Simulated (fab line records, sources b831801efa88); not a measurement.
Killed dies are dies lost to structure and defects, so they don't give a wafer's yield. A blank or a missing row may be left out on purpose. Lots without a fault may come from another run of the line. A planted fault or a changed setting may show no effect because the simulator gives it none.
fab line records | flow gf180mcu
record lots=6 wafers=18 last_day=34
route steps=602 shown PSD@260 NSD@262 SAB@264
lots that met no fault: from a run of the same line without faults
start_h: hours from the record's first day to the start of the lot's first wafer shown | wait_h: hours since the lot's step before | " the same as in the row above | L1.1+2: a row that stands for several wafers | - no value, or no start given | * or withheld: withheld | < > ~ a bound
route shown NAME@n: a module of which the file shows steps, and the number in the route of the first | usual: mean/standard deviation of fault-free wafers | same: alike in all rows | chamber/n: place in a boat | sites: the reading at each site | _std_site: their standard deviation | _edge_site: outer sites' mean less inner sites' | radius_mm: how far each site lies from the wafer's centre | mask NAME#n: copy n | behind: the tool/chamber that last shaped the wafer | hold: why the lot was held/for how many hours/how that ended | device: the transistor (n, p or np) that didn't switch | end of line: the same wafers' tests at the end of the route | a step without rows: its recipe alone | killed: dies lost to structure and defects at the first sort, not the wafer's yield | map: a wafer's dies, x killed, . not, _ none there
set.NAME: the setting as run; set.NAME@STEP: as run at that earlier step | model.NAME: the simulator's own value behind a step, which no gauge read
lots at some steps of the route; a table a step, a row a wafer
services: from which hour (start_h, from the record's first day; less than 0 if before it) a tool's chamber was out of use, for how many hours, and why
## steps
# step GF_PSD_CLEAN_12
# recipe chemistry=SC1/SC2 mix=1:4:20 temp_c=70 time_s=150 dry=n2_spin
# step GF_PSD_RTA_13
# recipe temp_c=1025 time_s=20 ambient=N2
# usual lamp_power_pct=33.5/2.4 wafer_temp_C_max=1030.0/1.4
# columns lot.wafer tool chamber start_h wait_h lamp_power_pct wafer_temp_C_max
L719.2 rtp_anneal-02 0 353.60 0.0 35.4 1028.2
L719.4 " 0 " " 35.4 1028.8
L719.6 " 0 " " 35.4 1029.6
L721.1 rtp_anneal-02 0 371.62 0.0 35.4 1028.8
L721.3 " 0 " " 35.4 1029.4
L721.5 " 0 " " 35.4 1030.8
L725.2 rtp_anneal-02 0 411.38 0.0 35.4 1028.9
L725.5 " 0 " " 35.4 1029.7
L725.6 " 0 " " 35.4 1029.1
L726.3 rtp_anneal-02 0 413.36 0.0 35.5 1028.9
L726.4 " 0 " " 35.3 1028.9
L726.6 " 0 " " 35.4 1028.6
L729.3 rtp_anneal-02 0 443.54 0.0 35.4 1028.8
L729.4 " 0 " " 35.4 1027.9
L729.6 " 0 " " 35.3 1028.9
L736.1 rtp_anneal-02 0 495.87 0.0 35.4 1029.6
L736.3 " 0 " " 35.4 1029.6
L736.4 " 0 " " 35.5 1029.7
# step GF_PSD_RS_MEAS_14
# recipe thk_meas_gauge=four-point-probe
# usual NSD_RS=46.12/0.1
# columns lot.wafer tool chamber start_h wait_h NSD_RS[ohm/sq]
L719.2 film_metro-03 - 353.69 0.1 46.03
L719.4 " - " " 46.06
L719.6 " - " " 46.08
L721.1 film_metro-01 - 371.70 0.1 46.29
L721.3 " - " " 46.28
L721.5 " - " " 46.23
L725.2 film_metro-03 - 411.47 0.1 46.16
L725.5 " - " " 45.95
L725.6 " - " " 46.05
L726.3 film_metro-02 - 413.46 0.1 46.13
L726.4 " - " " 46.13
L726.6 " - " " 46.01
L729.3 film_metro-03 - 443.64 0.1 46.24
L729.4 " - " " 46.24
L729.6 " - " " 46.22
L736.1 film_metro-02 - 495.95 0.1 46.07
L736.3 " - " " 46.20
L736.4 " - " " 46.07
# step GF_PSD_RS_MEAS_15
# recipe thk_meas_gauge=four-point-probe
# usual PSD_RS=108.53/0.29
# columns lot.wafer tool chamber start_h wait_h PSD_RS[ohm/sq]
L719.2 film_metro-03 - 353.81 0.1 108.25
L719.4 " - " " 108.33
L719.6 " - " " 108.16
L721.1 film_metro-01 - 371.82 0.1 108.76
L721.3 " - " " 109.03
L721.5 " - " " 108.58
L725.2 film_metro-03 - 411.59 0.1 108.27
L725.5 " - " " 108.29
L725.6 " - " " 108.32
L726.3 film_metro-02 - 413.58 0.1 108.70
L726.4 " - " " 108.37
L726.6 " - " " 108.66
L729.3 film_metro-03 - 443.76 0.1 108.97
L729.4 " - " " 109.02
L729.6 " - " " 108.76
L736.1 film_metro-02 - 496.07 0.1 108.18
L736.3 " - " " 108.37
L736.4 " - " " 108.26
# step GF_SAB_CVD_00
# recipe material=SiO2 target_thk_nm=50 precursor=TEOS temp_c=400 time_s=4.9302 rf_w=600
# usual heater_power_w=625/93
# columns lot.wafer tool chamber start_h wait_h heater_power_w
L719.2 pecvd-04 0 353.91 0.1 752
L719.4 " 1 " " 453
L719.6 " 2 " " 627
L721.1 pecvd-01 1 371.94 0.1 574
L721.3 " 0 " " 686
L721.5 " 2 " " 617
L725.2 pecvd-03 0 411.69 0.1 524
L725.5 " 2 " " 698
L725.6 " 0 " " 535
L726.3 pecvd-01 2 413.66 0.1 505
L726.4 " 2 " " 503
L726.6 " 1 " " 607
L729.3 pecvd-04 1 443.84 0.1 517
L729.4 " 0 " " 668
L729.6 " 1 " " 501
L736.1 pecvd-01 1 496.19 0.1 602
L736.3 " 2 " " 595
L736.4 " 1 " " 607
# step GF_SAB_THK_MEAS_01
# recipe reads=SiO2_of_SAB_CVD_00
# usual SAB_CVD_00_THK=49.7/0.71
# columns lot.wafer tool chamber start_h wait_h SAB_CVD_00_THK[nm]
L719.2 film_metro-02 - 353.94 0.0 49.4
L719.4 " - " " 50.2
L719.6 " - " " 49.8
L721.1 film_metro-04 - 371.96 0.0 49.5
L721.3 " - " " 48.1
L721.5 " - " " 49.6
L725.2 film_metro-02 - 411.72 0.0 49.5
L725.5 " - " " 49.4
L725.6 " - " " 49.6
L726.3 film_metro-03 - 413.70 0.0 49.0
L726.4 " - " " 50.1
L726.6 " - " " 50.5
L729.3 film_metro-04 - 443.88 0.0 49.7
L729.4 " - " " 50.3
L729.6 " - " " 50.5
L736.1 film_metro-03 - 496.21 0.0 50.0
L736.3 " - " " 49.4
L736.4 " - " " 50.6
# step GF_SAB_DEHYDRATE_02
# recipe temp_c=200 time_s=60
# step GF_SAB_HMDS_03
# recipe prime_time_s=60 prime_temp_c=120
# step GF_SAB_COAT_04
# recipe resist=NOVOLAK spin_rpm=3000 resist_thk_nm=1000
# step GF_SAB_SOFTBAKE_05
# recipe temp_c=90 time_s=60 resist=NOVOLAK
# step GF_SAB_EXPOSE_06
# recipe mask_id=SAB target_cd_nm=420 na=0.6 source_shape=conventional sigma_outer=0.6 dose_mj=140
# step GF_SAB_PEB_07
# recipe temp_c=withheld time_s=* resist=NOVOLAK
# step GF_SAB_DEVELOP_08
# recipe develop_time_s=60 dev_temp_c=23
# usual chill_plate_temp_C=23.00/0.11 develop_time_s=60/0
# columns lot.wafer tool chamber start_h wait_h chill_plate_temp_C develop_time_s
L719.2 litho_track-02 0 375.87 0.1 22.89 60
L719.4 " 0 " " 23.13 60
L719.6 " 0 " " 23.19 60
L721.1 litho_track-04 0 394.30 0.1 23.06 60
L721.3 " 0 " " 22.98 60
L721.5 " 0 " " 23.02 60
L725.2 litho_track-01 - 435.99 0.1 - -
L725.5 " - " " - -
L725.6 " - " " - -
L726.3 litho_track-02 - 437.25 0.1 - -
L726.4 " - " " - -
L726.6 " - " " - -
L729.3 litho_track-02 0 468.10 0.1 23.15 60
L729.4 " 0 " " 23.15 60
L729.6 " 0 " " 23.02 60
L736.1 litho_track-04 0 519.75 0.1 22.80 60
L736.3 " 0 " " 22.88 60
L736.4 " 0 " " 22.84 60
# step GF_SAB_CD_MEAS_09
# recipe target_cd_nm=420
# usual cd_nm=419.6/2.1
# columns lot.wafer tool chamber start_h wait_h cd_nm
L719.2 cd_sem-02 - 376.02 0.1 421.8
L719.4 " - " " 420.2
L719.6 " - " " 421.3
L721.1 cd_sem-01 - 394.45 0.1 417.8
L721.3 " - " " 419.0
L721.5 " - " " 419.1
L725.2 cd_sem-02 - 436.14 0.1 -
L725.5 " - " " -
L725.6 " - " " -
L726.3 cd_sem-01 - 437.39 0.1 -
L726.4 " - " " -
L726.6 " - " " -
L729.3 cd_sem-01 - 468.24 0.1 422.3
L729.4 " - " " 419.8
L729.6 " - " " 422.2
L736.1 cd_sem-02 - 519.90 0.1 420.7
L736.3 " - " " 422.0
L736.4 " - " " 419.9
## services
# columns tool chamber start_h hours kind
pecvd-04 - 346.14 2.8 pm
pecvd-01 1 346.60 7.5 repair
pecvd-03 - 368.88 14.0 pm
pecvd-03 0 368.88 14.0 vent_cycle
pecvd-03 1 368.88 14.0 vent_cycle
pecvd-03 2 368.88 14.0 vent_cycle
pecvd-03 0 382.88 - clean
pecvd-03 1 382.88 - clean
pecvd-03 2 382.88 - clean
pecvd-03 0 443.86 15.1 repair
pecvd-03 - 471.07 6.0 pm
pecvd-04 - 511.77 0.5 repair
## key
first_sign step=GF_SAB_DEVELOP_08 reading=tool_record direction=missing
effect none on later readings
met_at GF_SAB_DEVELOP_08
struck_wafers L725.2,L725.5,L725.6,L726.3,L726.4,L726.6
later_rows_left_out L725.2,L725.5,L725.6,L726.3,L726.4,L726.6
sort_left_out L725.2,L725.5,L725.6,L726.3,L726.4,L726.6
tester_left_out L725,L726
onset_between 375.87 435.99
fault kind=skipped_step_whole tool=litho_track-01,litho_track-02 chamber=- onset_h=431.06 steps=GF_SAB_DEVELOP_08 scope=struck_lots_only
# tester_left_out: of these lots the tester's yield and bins aren't shown, on N5 and GAA mostly nor the transistor test; their killed dies are dies lost to structure and defects alone, not to doping, threshold or leakage, so they don't give the yield
# sort_left_out: the simulated sort isn't trusted on such a fault, so these wafers' sort isn't shown, and their yield isn't known
# later_rows_left_out: the simulator's readings of these wafers behind a module that went badly wrong aren't trusted and aren't shown, but for the sort
